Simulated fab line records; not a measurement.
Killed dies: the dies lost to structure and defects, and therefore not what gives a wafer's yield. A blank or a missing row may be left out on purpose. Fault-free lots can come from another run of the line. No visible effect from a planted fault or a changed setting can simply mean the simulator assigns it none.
fab line records	flow gf180mcu
record: lots: 24	wafers: 72	last_day: 34
route steps=602 shown STI@5 POLY_GATE@170 HV_LDD@208 PSD@256
lots with no fault: from the same line, run without faults
start_h: the number of hours between the record's first day and the start of the first shown wafer of the lot	wait_h: hours elapsed since this lot's preceding step	" identical to the entry in the row above	L1.1+2: several wafers, shown together as one row	- no value present, or no start provided	* or withheld: withheld	< > ~ a bound
route shown NAME@n: NAME is a module with steps in the file, n the number in the route of the first one	usual: the fault-free wafers' mean and standard deviation	same: alike in all rows	chamber/n: place in a boat	sites: the reading at each site	_std_site: the standard deviation of these	_edge_site: outer sites' mean less inner sites'	radius_mm: for every site, how far away it sits from the centre of the wafer	mask NAME#n: copy n	behind: tool/chamber where the wafer was last shaped	hold: cause of the lot's hold/its duration in hours/its outcome	device: whichever transistor did not switch (one of n, p or np)	end of line: tests run on the same wafers once the route is complete	for a step that has no rows: nothing shown but its recipe	killed: dies lost to structure and defects at the first sort, not the wafer's yield	map: the dies of a wafer, with x for killed, . for not killed, _ for no die there
set.NAME: the setting the step ran with; set.NAME@STEP: the setting that earlier step ran with	model.NAME: the simulator's own value behind a step, which no gauge read
steps of the route over a sample of lots; a table a step, a row a wafer
services: the hour from which a tool's chamber was out of use, counted from the record's first day as start_h (under 0 if before that day), plus the number of hours and why
== steps ==
step: GF_STI_THK_MEAS_04
recipe: reads: Si3N4_of_STI_CVD_03
usual: STI_CVD_03_THK: 207.4/1.7
lot.wafer	tool	chamber	start_h	wait_h	STI_CVD_03_THK[nm]
L074.2	film_metro-03	-	13.57	0.0	207.2
L074.5	"	-	"	"	206.0
L074.6	"	-	"	"	207.3
L075.3	film_metro-02	-	18.58	0.0	206.1
L075.4	"	-	"	"	205.6
L075.5	"	-	"	"	206.5
L076.2	film_metro-03	-	23.87	0.0	208.3
L076.5	"	-	"	"	206.8
L076.6	"	-	"	"	206.7
L077.1	film_metro-04	-	29.98	0.0	212.7
L077.2	"	-	"	"	213.1
L077.6	"	-	"	"	213.3
L078.1	film_metro-04	-	33.84	0.0	208.3
L078.2	"	-	"	"	207.6
L078.3	"	-	"	"	204.9
L079.2	film_metro-02	-	38.57	0.0	206.3
L079.5	"	-	"	"	206.2
L079.6	"	-	"	"	207.1
L080.1	film_metro-03	-	43.56	0.0	208.2
L080.3	"	-	"	"	207.6
L080.4	"	-	"	"	207.0
L081.1	film_metro-02	-	48.56	0.0	206.1
L081.4	"	-	"	"	205.8
L081.6	"	-	"	"	205.0
L082.3	film_metro-04	-	55.24	0.0	208.3
L082.4	"	-	"	"	209.1
L082.5	"	-	"	"	209.0
L083.1	film_metro-03	-	58.56	0.0	210.3
L083.2	"	-	"	"	210.3
L083.4	"	-	"	"	208.7
L084.1	film_metro-03	-	63.92	0.0	207.8
L084.3	"	-	"	"	207.3
L084.6	"	-	"	"	206.4
L085.3	film_metro-03	-	69.19	0.0	206.8
L085.4	"	-	"	"	208.3
L085.5	"	-	"	"	208.2
L086.1	film_metro-04	-	73.56	0.0	206.3
L086.2	"	-	"	"	207.2
L086.6	"	-	"	"	208.4
L087.3	film_metro-02	-	79.17	0.0	204.9
L087.4	"	-	"	"	204.4
L087.5	"	-	"	"	204.8
L088.1	film_metro-04	-	83.56	0.0	205.9
L088.2	"	-	"	"	205.8
L088.6	"	-	"	"	204.1
L089.3	film_metro-03	-	88.58	0.0	205.9
L089.4	"	-	"	"	207.6
L089.5	"	-	"	"	208.7
L090.1	film_metro-02	-	94.58	0.0	208.9
L090.3	"	-	"	"	206.9
L090.6	"	-	"	"	208.3
L091.1	film_metro-04	-	98.65	0.0	209.2
L091.2	"	-	"	"	207.5
L091.5	"	-	"	"	208.2
L092.3	film_metro-03	-	103.58	0.0	209.8
L092.5	"	-	"	"	207.8
L092.6	"	-	"	"	209.4
L093.1	film_metro-04	-	108.56	0.0	207.5
L093.2	"	-	"	"	208.0
L093.5	"	-	"	"	207.3
L094.2	film_metro-03	-	114.03	0.0	205.5
L094.3	"	-	"	"	206.3
L094.6	"	-	"	"	204.9
L095.2	film_metro-02	-	118.57	0.0	207.2
L095.4	"	-	"	"	207.5
L095.5	"	-	"	"	206.6
L096.2	film_metro-03	-	123.57	0.0	208.0
L096.3	"	-	"	"	208.7
L096.6	"	-	"	"	208.4
L097.2	film_metro-02	-	128.57	0.0	206.4
L097.5	"	-	"	"	208.1
L097.6	"	-	"	"	207.1
step: GF_STI_THK_MEAS_30
recipe: reads: SiO2_of_STI_OXIDATION_29
usual: STI_OXIDATION_02_THK: 10.06/0.18
lot.wafer	tool	chamber	start_h	wait_h	STI_OXIDATION_02_THK[nm]
L074.2	film_metro-04	-	30.41	0.0	9.99
L074.5	"	-	"	"	10.05
L074.6	"	-	"	"	10.00
L075.3	film_metro-04	-	35.21	0.0	10.20
L075.4	"	-	"	"	10.15
L075.5	"	-	"	"	9.93
L076.2	film_metro-04	-	40.75	0.0	9.71
L076.5	"	-	"	"	9.74
L076.6	"	-	"	"	9.79
L077.1	film_metro-04	-	47.59	0.0	9.86
L077.2	"	-	"	"	9.92
L077.6	"	-	"	"	9.99
L078.1	film_metro-02	-	50.22	0.0	10.15
L078.2	"	-	"	"	10.08
L078.3	"	-	"	"	10.27
L079.2	film_metro-02	-	56.66	0.0	9.96
L079.5	"	-	"	"	9.97
L079.6	"	-	"	"	10.13
L080.1	film_metro-02	-	60.48	0.0	10.19
L080.3	"	-	"	"	9.80
L080.4	"	-	"	"	9.88
L081.1	film_metro-04	-	65.73	0.0	10.10
L081.4	"	-	"	"	9.96
L081.6	"	-	"	"	9.99
L082.3	film_metro-03	-	72.93	0.0	10.12
L082.4	"	-	"	"	9.79
L082.5	"	-	"	"	10.19
L083.1	film_metro-04	-	75.86	0.0	9.95
L083.2	"	-	"	"	10.07
L083.4	"	-	"	"	9.98
L084.1	film_metro-04	-	80.83	0.0	10.10
L084.3	"	-	"	"	10.11
L084.6	"	-	"	"	10.17
L085.3	film_metro-02	-	87.40	0.0	10.47
L085.4	"	-	"	"	10.42
L085.5	"	-	"	"	10.29
L086.1	film_metro-03	-	93.28	0.0	10.06
L086.2	"	-	"	"	10.10
L086.6	"	-	"	"	10.10
L087.3	film_metro-02	-	97.77	0.0	9.99
L087.4	"	-	"	"	10.22
L087.5	"	-	"	"	10.22
L088.1	film_metro-04	-	102.28	0.0	10.17
L088.2	"	-	"	"	10.08
L088.6	"	-	"	"	9.98
L089.3	film_metro-04	-	106.57	0.0	9.77
L089.4	"	-	"	"	9.66
L089.5	"	-	"	"	9.78
L090.1	film_metro-03	-	114.49	0.0	10.05
L090.3	"	-	"	"	10.01
L090.6	"	-	"	"	9.99
L091.1	film_metro-02	-	118.15	0.0	9.91
L091.2	"	-	"	"	9.75
L091.5	"	-	"	"	9.96
L092.3	film_metro-04	-	122.22	0.0	10.12
L092.5	"	-	"	"	10.09
L092.6	"	-	"	"	10.15
L093.1	film_metro-03	-	127.44	0.0	9.82
L093.2	"	-	"	"	9.63
L093.5	"	-	"	"	9.88
L094.2	film_metro-02	-	136.29	0.0	10.10
L094.3	"	-	"	"	10.38
L094.6	"	-	"	"	10.23
L095.2	film_metro-04	-	139.90	0.0	10.52
L095.4	"	-	"	"	10.31
L095.5	"	-	"	"	10.36
L096.2	film_metro-02	-	143.68	0.0	10.27
L096.3	"	-	"	"	10.17
L096.6	"	-	"	"	10.29
L097.2	film_metro-04	-	148.56	0.0	10.12
L097.5	"	-	"	"	10.12
L097.6	"	-	"	"	10.15
step: GF_POLY_GATE_ETCH_13
recipe: target: poly-Si	target_depth_nm: 198.5	stop_on: SiO2	over_etch_frac: 0.403	chemistry: HBr/Cl2	icp_w: 400	bias_w: 100	pressure_mtorr: 10	HBr_flow_sccm: 150	Cl2_flow_sccm: 50	time_s: 69.6
usual: drypump_motor_current_A: 5.8/0.41	mfc_cl2_sccm: 49.99/0.15	oes_product_au: 0.990/0.0073	throttle_valve_pct: 33.685/0.0089
same: over_etch_frac: 0.403
lot.wafer	tool	chamber	start_h	wait_h	drypump_motor_current_A	mfc_cl2_sccm	oes_product_au	rf_hours_counter_h	throttle_valve_pct
L074.2	rie_si-01	0	198.10	-	5.2	50.01	0.994	5	33.674
L074.5	"	3	"	"	5.7	50.09	0.997	-	33.675
L074.6	"	2	"	"	6.1	49.86	0.994	-	33.681
L075.3	rie_si-01	3	201.65	-	5.8	50.18	0.990	69	33.677
L075.4	"	1	"	"	5.7	49.82	1.004	3	33.686
L075.5	"	1	"	"	5.7	49.90	0.997	-	33.681
L076.2	rie_si-01	3	208.67	-	5.8	50.17	0.985	69	33.683
L076.5	"	3	"	"	5.8	50.00	0.983	-	33.689
L076.6	"	0	"	"	5.1	49.90	0.998	-	33.687
L077.1	rie_si-02	2	220.25	-	6.5	50.10	0.995	117	33.709
L077.2	"	0	"	"	5.7	49.89	1.000	1	33.688
L077.6	"	1	"	"	5.8	50.06	0.982	-	33.680
L078.1	rie_si-02	2	225.50	-	6.5	49.96	0.994	117	33.683
L078.2	"	1	"	"	5.8	50.10	0.980	5	33.676
L078.3	"	0	"	"	5.7	49.96	0.985	1	33.686
L079.2	rie_si-01	2	231.79	-	6.1	49.82	0.993	61	33.691
L079.5	"	2	"	"	6.1	50.03	0.996	-	33.669
L079.6	"	3	"	"	5.8	49.67	0.986	-	33.673
L080.1	rie_si-01	1	239.99	-	5.7	50.18	0.994	3	33.692
L080.3	"	2	"	"	6.1	49.80	1.000	61	33.676
L080.4	"	0	"	"	5.1	50.06	0.996	5	33.674
L081.1	rie_si-01	1	244.54	-	5.7	50.16	0.996	3	33.710
L081.4	"	0	"	"	5.2	50.21	0.992	5	33.671
L081.6	"	2	"	"	6.0	50.07	0.987	-	33.693
L082.3	rie_si-02	1	255.42	-	5.8	49.90	0.987	5	33.668
L082.4	"	0	"	"	5.7	50.01	1.001	2	33.696
L082.5	"	2	"	"	6.5	50.25	0.990	-	33.685
L083.1	rie_si-02	2	260.00	-	6.5	50.21	0.989	0	33.682
L083.2	"	0	"	"	5.7	49.94	1.001	2	33.672
L083.4	"	3	"	"	6.7	49.89	0.988	74	33.691
L084.1	rie_si-02	2	265.57	-	6.4	49.80	0.985	0	33.683
L084.3	"	3	"	"	6.7	49.99	0.986	74	33.684
L084.6	"	0	"	"	5.7	50.07	0.985	-	33.678
L085.3	rie_si-01	3	275.39	-	5.8	49.81	0.997	69	33.692
L085.4	"	1	"	"	5.7	49.97	1.003	4	33.705
L085.5	"	3	"	"	5.8	49.93	0.981	-	33.662
L086.1	rie_si-02	2	285.60	-	6.5	49.97	0.992	0	33.692
L086.2	"	0	"	"	5.7	50.13	1.011	2	33.679
L086.6	"	2	"	"	6.5	50.07	0.982	-	33.690
L087.3	rie_si-01	0	286.49	-	5.2	50.07	0.995	5	33.667
L087.4	"	1	"	"	5.7	49.99	1.005	4	33.679
L087.5	"	1	"	"	5.7	50.06	0.995	-	33.686
L088.1	rie_si-01	2	292.62	-	6.0	50.05	0.987	61	33.696
L088.2	"	1	"	"	5.8	50.14	0.990	4	33.688
L088.6	"	2	"	"	6.0	49.65	0.985	-	33.692
L089.3	rie_si-01	3	304.84	-	5.7	50.13	0.974	70	33.681
L089.4	"	1	"	"	5.7	49.96	0.989	4	33.684
L089.5	"	3	"	"	5.7	50.21	0.988	-	33.687
L090.1	rie_si-01	3	312.87	-	5.8	49.93	0.992	70	33.680
L090.3	"	2	"	"	6.0	49.73	0.988	61	33.683
L090.6	"	2	"	"	6.0	49.91	0.999	-	33.687
L091.1	rie_si-01	2	318.42	-	6.1	50.37	0.987	62	33.680
L091.2	"	3	"	"	5.7	49.97	0.988	70	33.686
L091.5	"	3	"	"	5.8	49.89	0.991	-	33.700
L092.3	rie_si-01	2	321.50	-	6.1	49.75	0.986	62	33.689
L092.5	"	0	"	"	5.1	50.08	0.993	-	33.693
L092.6	"	1	"	"	5.7	49.68	0.989	-	33.671
L093.1	rie_si-01	0	330.77	-	5.2	50.08	0.980	6	33.694
L093.2	"	3	"	"	5.8	49.92	0.967	70	33.700
L093.5	"	3	"	"	5.8	50.12	0.982	-	33.674
L094.2	rie_si-02	1	345.79	-	5.8	49.79	0.984	6	33.680
L094.3	"	1	"	"	5.8	49.93	0.986	-	33.676
L094.6	"	1	"	"	5.8	49.78	0.985	-	33.681
L095.2	rie_si-01	3	347.35	-	5.8	50.06	0.981	70	33.688
L095.4	"	1	"	"	5.7	50.13	0.986	4	33.677
L095.5	"	1	"	"	5.8	50.06	1.001	-	33.685
L096.2	rie_si-01	1	354.47	-	5.7	50.26	0.994	4	33.682
L096.3	"	2	"	"	6.1	50.04	0.996	62	33.676
L096.6	"	2	"	"	6.0	49.92	0.971	-	33.691
L097.2	rie_si-01	2	359.70	-	6.1	49.65	1.004	62	33.682
L097.5	"	1	"	"	5.7	50.04	0.999	-	33.685
L097.6	"	0	"	"	5.1	49.93	1.009	-	33.686
step: GF_POLY_GATE_CD_MEAS_18
usual: cd_nm: 280.4/1.4
lot.wafer	tool	chamber	start_h	wait_h	cd_nm
L074.2	cd_sem-01	-	199.69	0.1	277.5
L074.5	"	-	"	"	276.8
L074.6	"	-	"	"	280.2
L075.3	cd_sem-01	-	204.12	0.1	280.4
L075.4	"	-	"	"	279.0
L075.5	"	-	"	"	280.0
L076.2	cd_sem-01	-	210.21	0.1	282.1
L076.5	"	-	"	"	280.5
L076.6	"	-	"	"	282.1
L077.1	cd_sem-02	-	222.99	0.1	280.7
L077.2	"	-	"	"	280.3
L077.6	"	-	"	"	280.0
L078.1	cd_sem-01	-	227.82	0.1	280.0
L078.2	"	-	"	"	279.6
L078.3	"	-	"	"	280.2
L079.2	cd_sem-01	-	233.72	0.1	281.2
L079.5	"	-	"	"	282.3
L079.6	"	-	"	"	278.8
L080.1	cd_sem-01	-	242.75	0.1	279.8
L080.3	"	-	"	"	281.0
L080.4	"	-	"	"	279.7
L081.1	cd_sem-02	-	246.10	0.1	279.0
L081.4	"	-	"	"	280.3
L081.6	"	-	"	"	279.2
L082.3	cd_sem-02	-	258.44	0.1	279.5
L082.4	"	-	"	"	281.8
L082.5	"	-	"	"	279.0
L083.1	cd_sem-02	-	263.15	0.1	281.7
L083.2	"	-	"	"	280.9
L083.4	"	-	"	"	282.2
L084.1	cd_sem-01	-	268.32	0.1	277.7
L084.3	"	-	"	"	281.1
L084.6	"	-	"	"	281.8
L085.3	cd_sem-01	-	277.88	0.1	279.1
L085.4	"	-	"	"	282.5
L085.5	"	-	"	"	280.4
L086.1	cd_sem-02	-	287.55	0.1	281.5
L086.2	"	-	"	"	280.3
L086.6	"	-	"	"	280.5
L087.3	cd_sem-01	-	288.18	0.1	281.3
L087.4	"	-	"	"	279.6
L087.5	"	-	"	"	279.6
L088.1	cd_sem-01	-	294.14	0.1	280.7
L088.2	"	-	"	"	280.1
L088.6	"	-	"	"	279.8
L089.3	cd_sem-02	-	306.41	0.1	281.7
L089.4	"	-	"	"	280.2
L089.5	"	-	"	"	280.5
L090.1	cd_sem-02	-	314.86	0.1	278.9
L090.3	"	-	"	"	280.5
L090.6	"	-	"	"	281.6
L091.1	cd_sem-01	-	319.93	0.1	279.7
L091.2	"	-	"	"	280.5
L091.5	"	-	"	"	280.5
L092.3	cd_sem-02	-	323.11	0.1	281.0
L092.5	"	-	"	"	280.9
L092.6	"	-	"	"	280.1
L093.1	cd_sem-01	-	332.82	0.1	279.0
L093.2	"	-	"	"	277.4
L093.5	"	-	"	"	280.0
L094.2	cd_sem-01	-	348.09	0.1	280.0
L094.3	"	-	"	"	280.3
L094.6	"	-	"	"	282.2
L095.2	cd_sem-02	-	349.41	0.1	280.3
L095.4	"	-	"	"	279.6
L095.5	"	-	"	"	280.2
L096.2	cd_sem-02	-	356.04	0.1	281.0
L096.3	"	-	"	"	281.2
L096.6	"	-	"	"	279.3
L097.2	cd_sem-02	-	361.24	0.1	284.3
L097.5	"	-	"	"	280.6
L097.6	"	-	"	"	280.5
step: GF_HV_LDD_OVL_MEAS_32
usual: HV_LDD_02_OVL: 0.3/1.6
lot.wafer	tool	chamber	start_h	wait_h	HV_LDD_02_OVL[nm]
L074.2	overlay-02	-	253.51	0.1	-0.6
L074.5	"	-	"	"	-0.3
L074.6	"	-	"	"	-0.1
L075.3	overlay-01	-	257.73	0.1	3.1
L075.4	"	-	"	"	3.3
L075.5	"	-	"	"	2.7
L076.2	overlay-02	-	265.97	0.1	4.1
L076.5	"	-	"	"	2.0
L076.6	"	-	"	"	2.1
L077.1	overlay-02	-	279.35	0.1	-0.7
L077.2	"	-	"	"	-1.3
L077.6	"	-	"	"	-3.3
L078.1	overlay-01	-	284.20	0.1	0.9
L078.2	"	-	"	"	1.5
L078.3	"	-	"	"	2.4
L079.2	overlay-02	-	291.12	0.1	-1.1
L079.5	"	-	"	"	-0.6
L079.6	"	-	"	"	-1.4
L080.1	overlay-01	-	301.97	0.1	0.3
L080.3	"	-	"	"	1.3
L080.4	"	-	"	"	-0.9
L081.1	overlay-01	-	305.01	0.1	-2.1
L081.4	"	-	"	"	-1.5
L081.6	"	-	"	"	-1.9
L082.3	overlay-02	-	317.51	0.1	-3.2
L082.4	"	-	"	"	-1.2
L082.5	"	-	"	"	-0.4
L083.1	overlay-01	-	324.30	0.1	-1.3
L083.2	"	-	"	"	-0.3
L083.4	"	-	"	"	-1.2
L084.1	overlay-02	-	329.52	0.1	2.1
L084.3	"	-	"	"	1.2
L084.6	"	-	"	"	1.4
L085.3	overlay-02	-	340.03	0.1	-0.6
L085.4	"	-	"	"	0.1
L085.5	"	-	"	"	-0.7
L086.1	overlay-02	-	350.62	0.1	-0.2
L086.2	"	-	"	"	0.3
L086.6	"	-	"	"	-0.8
L087.3	overlay-01	-	351.58	0.1	-1.2
L087.4	"	-	"	"	0.8
L087.5	"	-	"	"	0.5
L088.1	overlay-02	-	358.40	0.1	-0.5
L088.2	"	-	"	"	-1.4
L088.6	"	-	"	"	-0.6
L089.3	overlay-02	-	370.78	0.1	4.1
L089.4	"	-	"	"	2.1
L089.5	"	-	"	"	2.1
L090.1	overlay-01	-	380.67	0.1	0.9
L090.3	"	-	"	"	-0.1
L090.6	"	-	"	"	1.2
L091.1	overlay-01	-	385.90	0.1	1.4
L091.2	"	-	"	"	-0.9
L091.5	"	-	"	"	1.3
L092.3	overlay-02	-	389.03	0.1	-0.4
L092.5	"	-	"	"	1.3
L092.6	"	-	"	"	1.2
L093.1	overlay-02	-	399.40	0.1	1.9
L093.2	"	-	"	"	0.8
L093.5	"	-	"	"	2.3
L094.2	overlay-01	-	416.42	0.1	2.4
L094.3	"	-	"	"	1.9
L094.6	"	-	"	"	1.1
L095.2	overlay-01	-	417.71	0.1	-1.5
L095.4	"	-	"	"	-1.4
L095.5	"	-	"	"	-0.8
L096.2	overlay-01	-	425.07	0.1	0.7
L096.3	"	-	"	"	2.3
L096.6	"	-	"	"	0.3
L097.2	overlay-01	-	430.86	0.1	-1.0
L097.5	"	-	"	"	-1.4
L097.6	"	-	"	"	0.1
step: GF_PSD_OVL_MEAS_08
usual: PSD_OVL: 0.0/1.1
lot.wafer	tool	chamber	start_h	wait_h	PSD_OVL[nm]
L074.2	overlay-02	-	316.62	0.1	0.5
L074.5	"	-	"	"	1.1
L074.6	"	-	"	"	1.5
L075.3	overlay-02	-	322.02	0.1	0.1
L075.4	"	-	"	"	0.4
L075.5	"	-	"	"	-2.4
L076.2	overlay-01	-	330.81	0.1	0.4
L076.5	"	-	"	"	1.4
L076.6	"	-	"	"	1.2
L077.1	overlay-01	-	346.07	0.1	0.0
L077.2	"	-	"	"	-0.1
L077.6	"	-	"	"	-2.9
L078.1	overlay-01	-	349.32	0.1	-0.4
L078.2	"	-	"	"	-1.6
L078.3	"	-	"	"	0.7
L079.2	overlay-01	-	358.84	0.1	-1.5
L079.5	"	-	"	"	-0.1
L079.6	"	-	"	"	0.5
L080.1	overlay-02	-	370.16	0.1	0.4
L080.3	"	-	"	"	-1.4
L080.4	"	-	"	"	-1.3
L081.1	overlay-01	-	373.61	0.1	-0.9
L081.4	"	-	"	"	-0.2
L081.6	"	-	"	"	-1.2
L082.3	overlay-02	-	387.57	0.1	0.9
L082.4	"	-	"	"	0.5
L082.5	"	-	"	"	0.9
L083.1	overlay-02	-	394.73	0.1	0.2
L083.2	"	-	"	"	-0.3
L083.4	"	-	"	"	1.5
L084.1	overlay-01	-	402.18	0.1	-0.5
L084.3	"	-	"	"	-1.4
L084.6	"	-	"	"	-1.1
L085.3	overlay-01	-	411.99	0.1	-0.9
L085.4	"	-	"	"	2.3
L085.5	"	-	"	"	-1.1
L086.1	overlay-02	-	422.81	0.1	-0.2
L086.2	"	-	"	"	1.8
L086.6	"	-	"	"	-0.9
L087.3	overlay-01	-	426.09	0.1	0.4
L087.4	"	-	"	"	-1.5
L087.5	"	-	"	"	0.4
L088.1	overlay-01	-	431.78	0.1	-0.8
L088.2	"	-	"	"	0.2
L088.6	"	-	"	"	-1.0
L089.3	overlay-01	-	446.04	0.1	-2.4
L089.4	"	-	"	"	-1.3
L089.5	"	-	"	"	-1.0
L090.1	overlay-02	-	454.88	0.1	0.7
L090.3	"	-	"	"	-1.2
L090.6	"	-	"	"	-0.8
L091.1	overlay-02	-	460.07	0.1	-1.4
L091.2	"	-	"	"	0.0
L091.5	"	-	"	"	-1.1
L092.3	overlay-01	-	467.04	0.1	1.9
L092.5	"	-	"	"	-0.7
L092.6	"	-	"	"	1.5
L093.1	overlay-01	-	475.96	0.1	1.9
L093.2	"	-	"	"	-0.4
L093.5	"	-	"	"	-0.9
L094.2	overlay-02	-	492.91	0.1	1.0
L094.3	"	-	"	"	1.5
L094.6	"	-	"	"	1.3
L095.2	overlay-01	-	493.33	0.1	1.0
L095.4	"	-	"	"	-0.4
L095.5	"	-	"	"	1.0
L096.2	overlay-01	-	501.32	0.1	-1.8
L096.3	"	-	"	"	0.2
L096.6	"	-	"	"	-1.0
L097.2	overlay-01	-	506.26	0.1	-0.6
L097.5	"	-	"	"	-0.7
L097.6	"	-	"	"	-2.8
== services ==
tool	chamber	start_h	hours	kind
rie_si-01	-	202.06	0.1	repair
rie_si-02	2	231.86	-	clean
rie_si-02	2	231.86	21.1	scheduled_down
rie_si-02	2	231.86	21.1	vent_cycle
rie_si-01	0	261.58	1.9	repair
rie_si-02	0	341.57	8.1	repair
rie_si-02	3	343.81	6.2	repair
== key ==
fault none
